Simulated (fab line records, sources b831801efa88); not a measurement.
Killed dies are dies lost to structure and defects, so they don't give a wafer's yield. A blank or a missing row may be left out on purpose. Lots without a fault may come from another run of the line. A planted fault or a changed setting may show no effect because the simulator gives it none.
A struck lot beside a sound one | flow sky130 | 22 steps out of a route of 708
Sound: wafers L360.1, L360.3, L360.6. Struck: wafers L350.1, L350.4, L350.5. The cause comes at the end.
At each step with rows: each side's tool, then ch and its chambers, then its first start. Under that, the readings that differ: sound wafers | struck wafers | difference of the means | sigmas: that difference in standard deviations of wafers without a fault.
alike: readings whose means differ by less than 2 such deviations, and words and numbers that are the same on both sides. not compared: withheld readings, readings that some wafer has no value for, bounds like >300 that may hide the same value, and numbers for which the record gives no deviation and whose values overlap.
The two part at a step that has a row with sigmas, a row that says differs or no value, or rows on one side only. Numbers that don't overlap but have no deviation are shown without sigmas and don't part them. A reading that every wafer of one side lacks parts them only if that side has two wafers or more.

first, 4 steps without rows for these wafers: SKY_VT_ADJUST_LVTN_SOFTBAKE_14 (time 60 s); SKY_VT_ADJUST_LVTN_EXPOSE_15 (exposes mask HVN STD DERIVED, target cd 600 nm); SKY_VT_ADJUST_LVTN_PEB_16; SKY_VT_ADJUST_LVTN_DEVELOP_17 (develop time 60 s).
SKY_VT_ADJUST_LVTN_OVL_MEAS_18:
  sound on overlay-01, day 11 11:22; struck on overlay-02, day 8 13:50
  alike: VT_ADJUST_LVTN_01_OVL
then, 1 step without rows for these wafers: SKY_VT_ADJUST_LVTN_IMPLANT_19.
SKY_VT_ADJUST_LVTN_STRIP_20: strips in O2/N2.
  sound on plasma_asher-03 ch 0,1, day 11 11:34; struck on plasma_asher-03 ch 0,1, day 8 14:01
  alike: chamber_pressure_mTorr, drypump_motor_current_A, oes_product_au, strip_time_to_endpoint_s
  not compared: rf_hours_counter_h
SKY_VT_ADJUST_LVTN_TW_MEAS_21:
  sound on film_metro-04, day 11 11:40; struck on film_metro-04, day 8 14:07
  alike: VT_ADJUST_LVTN_2_TW
then, 4 steps without rows for these wafers: SKY_VT_ADJUST_NCORE_DEHYDRATE_00 (time 60 s); SKY_VT_ADJUST_NCORE_HMDS_01 (prime time 60 s); SKY_VT_ADJUST_NCORE_COAT_02 (resist thk 1140 nm); SKY_VT_ADJUST_NCORE_SOFTBAKE_03 (time 60 s).
SKY_VT_ADJUST_NCORE_EXPOSE_04: exposes mask LVTN COMPLEMENT THIN, target cd 380 nm.
  sound on iline_stepper-01 ch 0, day 12 00:15; struck on iline_stepper-01 ch 0, day 9 00:35
  reading | sound                                                                | struck                                                | difference | sigmas
  mask    | LVTN_COMPLEMENT_THIN#0 LVTN_COMPLEMENT_THIN#0 LVTN_COMPLEMENT_THIN#0 | HVN_STD_DERIVED#0 HVN_STD_DERIVED#0 HVN_STD_DERIVED#0 | differs    |
then, 2 steps without rows for these wafers: SKY_VT_ADJUST_NCORE_PEB_05; SKY_VT_ADJUST_NCORE_DEVELOP_06 (develop time 60 s).
SKY_VT_ADJUST_NCORE_CD_MEAS_07: target cd 380 nm.
  sound on cd_sem-01, day 12 11:17; struck on cd_sem-02, day 9 10:38
  reading    | sound             | struck | difference                    | sigmas
  cd_nm (nm) | 380.1 383.2 383.1 | - - -  | no value on the struck wafers |
SKY_VT_ADJUST_NCORE_OVL_MEAS_08:
  sound on overlay-02, day 12 11:24; struck on overlay-02, day 9 10:45
  reading                  | sound          | struck | difference                    | sigmas
  VT_ADJUST_NCORE_OVL (nm) | -0.6 -0.8 -1.7 | - - -  | no value on the struck wafers |
then, 1 step without rows for these wafers: SKY_VT_ADJUST_NCORE_IMPLANT_09.
SKY_VT_ADJUST_NCORE_STRIP_10: strips in O2/N2.
  sound on plasma_asher-01 ch 0,1, day 12 11:35; struck on plasma_asher-02 ch 0,1, day 9 10:56
  alike: chamber_pressure_mTorr, drypump_motor_current_A, oes_product_au, strip_time_to_endpoint_s
  not compared: rf_hours_counter_h
SKY_VT_ADJUST_NCORE_TW_MEAS_11:
  sound on film_metro-01, day 12 11:41; struck on film_metro-02, day 9 11:02
  reading            | sound             | struck         | difference | sigmas
  VT_ADJUST_NCORE_TW | 224.7 223.9 223.7 | 30.3 30.2 30.2 | -193.9     | -92
then, 1 step without rows for these wafers: SKY_VT_ADJUST_HVTR_DEHYDRATE_00 (time 60 s).
-- the record jumps here: 37 days lie between the struck wafers' starts before and after (it left off in module VT_ADJUST_HVTR and takes up again in module PAD_OPEN, whose first step shown is number 708 of the route) --
SKY_PAD_OPEN_PROBE_99:
  sound on prober-02, day 49 15:53; struck on prober-01, day 46 11:12
  reading                                  | sound                         | struck                        | difference | sigmas
  killed_at_front_end                      | 12 19 14                      | 403 418 412                   | +396       | +92
  killed_dies                              | 81 82 81                      | 492 492 492                   | +411       | +37
  killed_on_rim                            | 9 24 12                       | 96 96 96                      | +81        | +21
  model.etest.pfet_16v.r_on_ohm_um         | 1.519e+04 1.51e+04 1.519e+04  | 1.703e+04 1.702e+04 1.73e+04  | +1.957e+03 |
  model.etest.nfet_16v.r_on_ohm_um         | 1.425e+04 1.427e+04 1.441e+04 | 1.242e+04 1.237e+04 1.252e+04 | -1.873e+03 |
  model.etest.pfet_g5v0d10v5.r_on_ohm_um   | 4729 4752 4731                | 6095 6040 6064                | +1329      |
  model.etest.tip_p.rs_ohm_sq              | 6711 6732 6713                | 7617 7660 7684                | +935       |
  model.etest.pfet_01v8.r_on_ohm_um        | 2820 2809 2797                | 3316 3255 3252                | +466       |
  model.etest.tip_p_5v.rs_ohm_sq           | 2802 2824 2816                | 3108 3136 3115                | +306       |
  model.etest.pfet_g5v0d10v5.drive_ua_um   | 347 344.1 347.9               | 242.4 243 240.3               | -104.4     |
  model.etest.nfet_01v8_turned.drive_ua_um | 493.9 508.9 503.9             | 589.4 593.5 599               | +91.7      |
  alike: killed_at_M0_to_M3, killed_at_M4_up, killed_at_contacts, killed_at_other, killed_open, killed_short

WHERE THEY PART
First at SKY_VT_ADJUST_NCORE_EXPOSE_04; last, within this record, at SKY_PAD_OPEN_PROBE_99.

WHY: what the simulator had put in
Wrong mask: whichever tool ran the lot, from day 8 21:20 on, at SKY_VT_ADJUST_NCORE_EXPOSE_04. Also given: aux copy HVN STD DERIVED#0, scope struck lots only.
